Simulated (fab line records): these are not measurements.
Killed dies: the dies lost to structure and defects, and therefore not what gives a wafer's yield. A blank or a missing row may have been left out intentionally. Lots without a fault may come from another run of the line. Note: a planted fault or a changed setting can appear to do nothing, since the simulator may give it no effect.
8D (eight disciplines) problem report, filled in by code | flow sky130 | the parts of the form that need people (team, actions taken, sign-off) are left out

1. WHAT WENT WRONG
Mean of strip time to endpoint s at SKY_LOCAL_INTERCONNECT_STRIP_15: 4.216 s across 9 wafers in 3 lots; on wafers with no fault it is 4.721 s (standard deviation 0.024). Relative to the usual mean, that is a shift of -21 standard deviations.
The step: strips in O2/N2.
First seen on wafer L284.2, day 34 09:23, on plasma asher-03. The record has a number at this step for 36 wafers belonging to 12 lots. Rule for "out", or "out of limits": more than 4 standard deviations from the usual mean. The rest of the wafers with a number are treated as sound.

2. WHAT IT IS; WHAT IT IS NOT
question                    | is                                                | is not
which readings at this step | strip time to endpoint s                          | drypump motor current A, o2 flow sccm
which lots                  | L284, L285, L286                                  | L273, L274, L275, L278, L279, L281, L282, L283, L295
which wafers of those lots  | all that have a number                            | -
read on which tools         | plasma asher-01, plasma asher-03, plasma asher-04 | -
when                        | from day 34 09:23                                 | up to then (24 sound wafers); but 3 sound wafers of L295 came after

3. THE SUSPECTS, EACH WITH WHAT RULES IT OUT
Counting: a tool stays on the suspect list if, at a process step up to the reading, it processed all lots that are out and no sound lot following the first of them.
- litho track-04 at SKY_LOCAL_INTERCONNECT_COAT_06 (resist thk 450 nm): kept. All lots that are out passed through it, beginning with L284 at day 33 19:00, and no sound lot followed; its final sound lot before that point was L283 at day 33 11:00.
After counting, what remains is litho track-04 at SKY_LOCAL_INTERCONNECT_COAT_06.

4. THE CAUSE (what the simulator had put in)
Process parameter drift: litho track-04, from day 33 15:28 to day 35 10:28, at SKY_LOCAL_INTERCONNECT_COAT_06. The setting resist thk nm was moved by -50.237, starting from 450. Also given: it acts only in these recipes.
The count eliminated every tool but this one.

5. THE EFFECT CHAIN, in route order
One row per reading whose mean, taken over the struck wafers that have a number, lies over 3 standard deviations from the usual. Scope: only readings with a usual standard deviation given in the record; hours: median across lots of the time from each lot's start at the first step in this table that gives one to its start at this step; sigmas: change in usual standard deviations.
hours | step                            | reading                  | usual      | on struck wafers | change | sigmas
0     | SKY_LOCAL_INTERCONNECT_STRIP_15 | oes product au           | 0.426 a.u. | 0.402            | -0.024 | -5.3
0     | SKY_LOCAL_INTERCONNECT_STRIP_15 | strip time to endpoint s | 4.721 s    | 4.216            | -0.505 | -21
Its process steps:
- SKY_LOCAL_INTERCONNECT_STRIP_15: strips in O2/N2.
Later measuring or inspecting steps at which every struck wafer that the step has a row for has a number for every such reading, and none has moved that far: SKY_CONTACT_RS_MEAS_25.

6. HOW IT WOULD HAVE BEEN CAUGHT EARLIER
18 hours passed between the start of the fault at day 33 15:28 and the first reading out of limits in this record, taken at day 34 09:23.
By day 34 09:23 the whole set of lots that are out, 3 in number, had already begun SKY_LOCAL_INTERCONNECT_COAT_06 on litho track-04. Holding the tool at that point would not have protected any of them.
